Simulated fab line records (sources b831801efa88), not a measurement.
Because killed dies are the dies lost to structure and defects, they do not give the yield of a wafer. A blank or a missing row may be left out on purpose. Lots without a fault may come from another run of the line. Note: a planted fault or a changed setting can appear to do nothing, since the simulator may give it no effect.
A struck lot beside a sound one | flow gf180mcu | 16 out of 602 route steps
Sound: the wafers L981.1, L981.4, L981.5. Struck: wafers L994.2, L994.3. (L994.5 of the same lot was not struck and is left out.) The cause comes at the end.
Each step with rows lists, per side, the tool, then ch with its chambers, then its first start. Under that, the readings that differ: sound wafers | struck wafers | difference of the means | sigmas: that difference in standard deviations of wafers without a fault.
alike: a reading whose means differ by less than 2 such deviations, as well as words and numbers matching on both sides. not compared: withheld readings; readings where some wafer has no value; bounds like >300 that might hide an equal value; numbers whose values overlap and for which the record gives no deviation.
The two part at a step that has a row with sigmas, a row that says differs or no value, or rows on one side only. Numbers that have no deviation but don't overlap get no sigmas and don't part them. Lack of a reading on every wafer of one side parts them only where that side has two or more wafers.

GF_M4_SPUTTER_04: material TiN, target thk 50 nm, time 42.9 s.
  sound on pvd_sputter-04, day 22 17:03; struck on pvd_sputter-03, day 27 07:38
  reading                | sound          | struck    | difference | sigmas
  throttle_valve_pct (%) | 28.0 28.6 27.8 | 30.1 30.5 | +2.2       | +2
GF_M4_RS_MEAS_05: measurement is done with a four-point probe.
  sound on film_metro-02, day 22 17:05; struck on film_metro-02, day 27 07:41
  alike: M4_ALCU_RS
GF_M4_THK_MEAS_06: measures by xrf.
  sound on film_metro-02, day 22 17:13; struck on film_metro-02, day 27 07:48
  alike: M4_ALCU_THK
then, 7 steps without rows for these wafers: GF_M4_DEHYDRATE_07 (time 60 s); GF_M4_HMDS_08 (prime time 60 s); GF_M4_COAT_09 (resist thk 1000 nm); GF_M4_SOFTBAKE_10 (time 60 s); GF_M4_EXPOSE_11 (exposes mask Metal4, target cd 280 nm); GF_M4_PEB_12 (peb time 90 s); GF_M4_DEVELOP_13 (develop time 60 s).
GF_M4_CD_MEAS_14: the cd target is 280 nm.
  sound on cd_sem-02, day 23 15:46; struck on cd_sem-01, day 28 02:14
  alike: cd_nm
GF_M4_OVL_MEAS_15:
  sound on overlay-02, day 23 15:53; struck on overlay-01, day 28 02:20
  alike: M4_OVL
GF_M4_METAL_ETCH_16: etches the open film in Cl2/BCl3, stops on SiO2, target depth 750.8 nm, time 125.1 s.
  sound on rie_metal-03 ch 0,1, day 23 15:55; struck on rie_metal-02 ch 0, day 28 02:22
  reading                             | sound             | struck      | difference | sigmas
  bias_w (W)                          | 139.5 140.3 139.4 | 189.5 189.3 | +49.7      | +99 or more
  model.KrF_of_M4_COAT_09.thk_nm (nm) | 679.2 678.7 680.9 | 657.5 655.7 | -23.0      |
  alike: drypump_motor_current_A, oes_product_au, rf_fwd_power_W, throttle_valve_pct
  not compared: rf_hours_counter_h
GF_M4_STRIP_17: strips in O2/N2.
  sound on plasma_asher-02 ch 1, day 23 16:03; struck on plasma_asher-01 ch 0, day 28 02:30
  reading                      | sound             | struck      | difference | sigmas
  oes_product_au (a.u.)        | 0.531 0.537 0.538 | 0.527 0.524 | -0.010     | -2
  strip_time_to_endpoint_s (s) | 7.32 7.34 7.35    | 7.12 7.08   | -0.24      | -4
  alike: drypump_motor_current_A, heater_power_w
  not compared: rf_hours_counter_h
then, 2 steps without rows for these wafers: GF_M4_STRIP_18 (strips in post etch residue remover, time 1200 s); GF_PASSIVATION_PROBE_99.

== WHERE THEY PART ==
Last at GF_M4_STRIP_17 as far as this record goes, first at GF_M4_SPUTTER_04.

WHY: what had been put in by the simulator
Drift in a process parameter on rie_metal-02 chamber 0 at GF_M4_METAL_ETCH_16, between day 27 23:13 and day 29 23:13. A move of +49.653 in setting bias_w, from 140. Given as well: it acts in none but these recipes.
